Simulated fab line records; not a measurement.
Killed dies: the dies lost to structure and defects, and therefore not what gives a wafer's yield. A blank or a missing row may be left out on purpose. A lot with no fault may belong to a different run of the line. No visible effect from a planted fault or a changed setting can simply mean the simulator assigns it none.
Which of the tools did it? + flow sfq_line + 15 lots, 45 wafers sampled, at 3 steps of a route of 325

WHAT THE GAUGES READ, wafer by wafer
SFQ_L0_RS_MEAS_901: uses a four-point probe to measure. Usual: L0_MONX_KI_RS 43.5 ohm/sq, standard deviation 0.52.
| lot  | measured    | on            | L0_MONX_KI_RS (ohm/sq) | flag |
|------|-------------|---------------|------------------------|------|
| L726 | day 1 12:35 | film_metro-03 | 43.3 43.2 43.6         |      |
| L727 | day 1 17:36 | film_metro-03 | 42.4 42.7 43.4         |      |
| L730 | day 2 08:35 | film_metro-01 | 43.3 43.6 43.5         |      |
| L731 | day 2 13:35 | film_metro-01 | 43.3 42.8 43.5         |      |
| L732 | day 2 18:34 | film_metro-04 | 43.6 43.1 43.4         |      |
| L733 | day 2 23:34 | film_metro-03 | 43.7 43.9 43.5         |      |
| L734 | day 3 04:35 | film_metro-04 | 44.2 43.3 43.1         |      |
| L735 | day 3 09:35 | film_metro-01 | 43.8 44.3 43.8         |      |
| L738 | day 4 00:34 | film_metro-01 | 42.9 43.2 43.2         |      |
| L739 | day 4 05:35 | film_metro-01 | 43.9 43.5 44.8         |      |
| L740 | day 4 10:35 | film_metro-01 | 43.2 43.9 43.6         |      |
| L741 | day 4 15:34 | film_metro-01 | 43.7 71.8 43.9         | OFF  |
| L742 | day 4 20:37 | film_metro-03 | 69.6 44.1 43.8         | OFF  |
| L743 | day 5 01:35 | film_metro-04 | 67.6 67.9 43.3         | OFF  |
| L747 | day 5 21:34 | film_metro-04 | 43.8 43.3 43.4         |      |

SFQ_L0_THK_MEAS_902: measures by xrf. Usual: L0_MONX_KI_THK 40.0 nm, standard deviation 0.5.
| lot  | measured    | on            | L0_MONX_KI_THK (nm) | flag |
|------|-------------|---------------|---------------------|------|
| L726 | day 1 12:41 | film_metro-03 | 40.2 40.5 39.9      |      |
| L727 | day 1 17:42 | film_metro-03 | 41.1 40.8 40.0      |      |
| L730 | day 2 08:41 | film_metro-01 | 39.6 39.8 40.1      |      |
| L731 | day 2 13:41 | film_metro-01 | 39.9 40.6 39.5      |      |
| L732 | day 2 18:41 | film_metro-04 | 40.2 40.3 40.2      |      |
| L733 | day 2 23:41 | film_metro-03 | 39.6 39.5 39.6      |      |
| L734 | day 3 04:41 | film_metro-04 | 39.5 40.3 40.4      |      |
| L735 | day 3 09:41 | film_metro-01 | 39.4 39.5 39.7      |      |
| L738 | day 4 00:41 | film_metro-01 | 40.9 40.2 40.3      |      |
| L739 | day 4 05:41 | film_metro-01 | 39.4 39.9 38.6      |      |
| L740 | day 4 10:41 | film_metro-01 | 40.1 39.7 39.8      |      |
| L741 | day 4 15:41 | film_metro-01 | 39.6 24.0 39.4      | OFF  |
| L742 | day 4 20:43 | film_metro-03 | 25.0 39.4 39.6      | OFF  |
| L743 | day 5 01:41 | film_metro-04 | 25.7 25.7 40.5      | OFF  |
| L747 | day 5 21:41 | film_metro-04 | 39.7 40.4 40.0      |      |

TOOL THAT RAN EACH LOT (tool first, then ch and the chambers of the sampled wafers, then the start)
| lot  | SFQ_TRILAYER_L0_DEP_SPUTTER_003 |
|------|---------------------------------|
| L726 | pvd_sputter-05, day 1 12:29     |
| L727 | pvd_sputter-03, day 1 17:29     |
| L730 | pvd_sputter-05, day 2 08:29     |
| L731 | pvd_sputter-06, day 2 13:29     |
| L732 | pvd_sputter-05, day 2 18:29     |
| L733 | pvd_sputter-05, day 2 23:29     |
| L734 | pvd_sputter-06, day 3 04:29     |
| L735 | pvd_sputter-05, day 3 09:29     |
| L738 | pvd_sputter-05, day 4 00:29     |
| L739 | pvd_sputter-03, day 4 05:29     |
| L740 | pvd_sputter-06, day 4 10:29     |
| L741 | pvd_sputter-03, day 4 15:29     |
| L742 | pvd_sputter-03, day 4 20:29     |
| L743 | pvd_sputter-03, day 5 01:29     |
| L747 | pvd_sputter-05, day 5 21:29     |
- SFQ_TRILAYER_L0_DEP_SPUTTER_003: material MoNx KI, target thk 40 nm, time 100 s.

AS READ BY THE TOOLS THEMSELVES (means over the sampled wafers that have a number; for cases with no such wafer, the mark the record gives instead)
SFQ_TRILAYER_L0_DEP_SPUTTER_003. Usual: chamber_pressure_pa 0.4000 Pa, standard deviation 0.00081; throttle_valve_pct 30.2 %, standard deviation 1.
| lot  | tool           | chamber_pressure_pa (Pa) | throttle_valve_pct (%) | flag |
|------|----------------|--------------------------|------------------------|------|
| L726 | pvd_sputter-05 | 0.3999                   | 30.0                   |      |
| L727 | pvd_sputter-03 | 0.4003                   | 29.5                   |      |
| L730 | pvd_sputter-05 | 0.3998                   | 30.3                   |      |
| L731 | pvd_sputter-06 | 0.4001                   | 30.3                   |      |
| L732 | pvd_sputter-05 | 0.4001                   | 29.9                   |      |
| L733 | pvd_sputter-05 | 0.3999                   | 30.6                   |      |
| L734 | pvd_sputter-06 | 0.4002                   | 30.9                   |      |
| L735 | pvd_sputter-05 | 0.4001                   | 30.5                   |      |
| L738 | pvd_sputter-05 | 0.4003                   | 30.0                   |      |
| L739 | pvd_sputter-03 | 0.4004                   | 29.8                   |      |
| L740 | pvd_sputter-06 | 0.4005                   | 30.7                   |      |
| L741 | pvd_sputter-03 | 0.3997                   | 29.9                   |      |
| L742 | pvd_sputter-03 | 0.3998                   | 29.0                   |      |
| L743 | pvd_sputter-03 | 0.4002                   | 29.7                   |      |
| L747 | pvd_sputter-05 | 0.3998                   | 30.6                   |      |

THE ANSWER, worked out from the rows above alone
Rule: lot off if the mean of its wafers having a number is beyond 3 standard deviations from the usual mean. Also off: a lot with no number at a reading for which 4 or more lots have one. The other lots that the step has rows for count as sound. After the gauges, taken in route order, come the tools' own readings; for these a lot's mean is taken, as printed above. At the first step where some lot is off, the reading lying furthest off is the one used; lots without a number count as furthest.
Off: L741, L742, L743, seen at SFQ_L0_RS_MEAS_901 (L0_MONX_KI_RS).
If a tool, at a process step before that reading, ran all the lots that are off and no sound lot after the first of them, it fits. Those tools and the gauges at SFQ_L0_RS_MEAS_901 are tried in the same way. One candidate fits, namely pvd_sputter-03 at SFQ_TRILAYER_L0_DEP_SPUTTER_003. Its last sound lot is L739 (day 4 05:29), its first lot that is off L741 (day 4 15:29): a fault that began between those two fits.

WHAT THE SIMULATOR HAD PUT IN
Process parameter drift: pvd_sputter-03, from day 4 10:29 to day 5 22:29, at SFQ_TRILAYER_L0_DEP_SPUTTER_003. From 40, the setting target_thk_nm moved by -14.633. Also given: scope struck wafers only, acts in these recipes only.
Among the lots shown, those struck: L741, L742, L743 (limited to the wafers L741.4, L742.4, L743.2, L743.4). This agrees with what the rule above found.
